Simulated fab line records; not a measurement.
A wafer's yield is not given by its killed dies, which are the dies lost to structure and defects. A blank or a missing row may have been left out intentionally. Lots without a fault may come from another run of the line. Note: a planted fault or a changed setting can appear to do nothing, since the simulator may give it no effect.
Which of the tools did it? ; flow gf180mcu ; 6 lots, 17 wafers sampled, at 2 steps of a route of 602

== WHAT EACH GAUGE READ, for each wafer ==
GF_CONTACT_THK_MEAS_03.
lot;measured;on;CONTACT_CVD_02_THK (nm)
L160;day 15 11:35;filmMetro-02;868 877 874
L161;day 16 03:25;filmMetro-01;854 866 880
L164;day 16 17:01;filmMetro-01;834 851 872
L172;day 19 19:52;filmMetro-03;635 850
L174;day 20 11:21;filmMetro-03;626 871 864
L180;day 22 18:28;filmMetro-01;855 858 865

== WHAT TOOL EACH LOT RAN ON (gives the tool, then ch and the chambers of the sampled wafers, and finally the start) ==
lot;GF_CONTACT_CVD_02
L160;pecvd-01 ch 1,2, day 15 11:29
L161;pecvd-01 ch 0,2, day 16 03:20
L164;pecvd-02 ch 0,1, day 16 16:56
L172;pecvd-04 ch 0,1, day 19 19:46
L174;pecvd-04 ch 0,1, day 20 11:16
L180;pecvd-02 ch 0,1,2, day 22 18:24
- GF_CONTACT_CVD_02: deposits SiO2 from TEOS, target thk 860 nm, time 95.992 s.

== THE ANSWER, worked out from the rows above alone ==
Rule: the lots themselves supply what counts as usual. The widest of any qualifying gaps counts: lots, ordered by their means at a reading, are off when they make up no more than a third of the lots, leave a main group of 4 or more, and stand apart from it by 3 or more times the standard deviation of that group's means. A main group is skipped when, at the precision printed for the reading in the tables above, its means are all equal. A lot without any number at a reading at which 4 lots or more have one is off too. Any other lot the step has rows for is counted as sound.
Off: at GF_CONTACT_THK_MEAS_03 (CONTACT_CVD_02_THK), L172, L174. The main group: mean 863 nm, standard deviation 7.8.
If a tool, at a process step before that reading, ran all the lots that are off and no sound lot after the first of them, it fits. Gauges at GF_CONTACT_THK_MEAS_03: tried the same way as those tools. Can't be told from this: 2 tools fit, pecvd-04 at GF_CONTACT_CVD_02, filmMetro-03 at GF_CONTACT_THK_MEAS_03.

== WHAT THE SIMULATOR HAD INSERTED ==
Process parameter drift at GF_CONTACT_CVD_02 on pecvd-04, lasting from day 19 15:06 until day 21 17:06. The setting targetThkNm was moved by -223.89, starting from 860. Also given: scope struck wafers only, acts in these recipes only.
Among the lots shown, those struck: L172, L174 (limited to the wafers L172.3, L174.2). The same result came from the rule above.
